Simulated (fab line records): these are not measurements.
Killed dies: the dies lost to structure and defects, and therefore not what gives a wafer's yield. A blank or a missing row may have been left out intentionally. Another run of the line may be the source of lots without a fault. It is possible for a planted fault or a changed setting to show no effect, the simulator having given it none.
Chamber matching + flow sky130 + cmp-01 running SKY_VIA2_CMP_24: 4 sister chambers
The step polishes, stops on SiO2, t overpolish 20 s, target thk 0 nm. 8 wafers are shown with their chamber, then 7 later ones without.

## WAFERS, EACH WITH ITS CHAMBER
| wafer  | chamber | motor-current-A (A) | overpolish-run-s (s) |
|--------|---------|---------------------|----------------------|
| L971.5 | 2       | 10.4                | 19.993               |
| L978.2 | 0       | 11.6                | 20.003               |
| L978.5 | 0       | 11.7                | 19.999               |
| L983.1 | 2       | 9.6                 | 19.994               |
| L984.1 | 1       | 9.0                 | 20.005               |
| L984.5 | 3       | 11.6                | 20.008               |
| L990.2 | 3       | 11.2                | 20.007               |
| L990.3 | 1       | 9.0                 | 20.012               |

## WAFERS MISSING THEIR CHAMBER
| wafer  | motor-current-A (A) | overpolish-run-s (s) |
|--------|---------------------|----------------------|
| L990.6 | 9.4                 | 19.987               |
| L992.1 | 9.0                 | 19.986               |
| L992.4 | 10.9                | 20.006               |
| L992.5 | 10.2                | 20.011               |
| L994.1 | 10.0                | 19.994               |
| L994.3 | 9.4                 | 19.993               |
| L994.4 | 11.6                | 19.998               |

## CHAMBER TAKEN BY EACH
| wafer  | from the rows above          | in truth                   |
|--------|------------------------------|----------------------------|
| L990.6 | 2                            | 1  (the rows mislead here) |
| L992.1 | 2                            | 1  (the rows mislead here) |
| L992.4 | can't be placed: 3 or 0      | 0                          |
| L992.5 | can't be placed: 1 or 3 or 0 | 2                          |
| L994.1 | 2                            | 2                          |
| L994.3 | 2                            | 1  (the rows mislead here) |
| L994.4 | 0                            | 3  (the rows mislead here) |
1 of 7 placed correctly. These rows do not allow placing 2 (true chamber among the candidates in 1). Wrongly placed: 4.
How it was worked out, from the rows above alone: a wafer's distance from a chamber is the root of the sum, over the readings, of the square of ((its reading less the chamber's mean) divided by the reading's scatter). If the next closest chamber is less than 2 further off than the closest, the wafer can't be placed; otherwise it belongs to the closest. For every chamber, the mean is computed from those of its wafers that are shown. The scatter: the root of (the sum of the squares of (reading less its chamber's mean) over the shown wafers, divided by (wafers less chambers)).
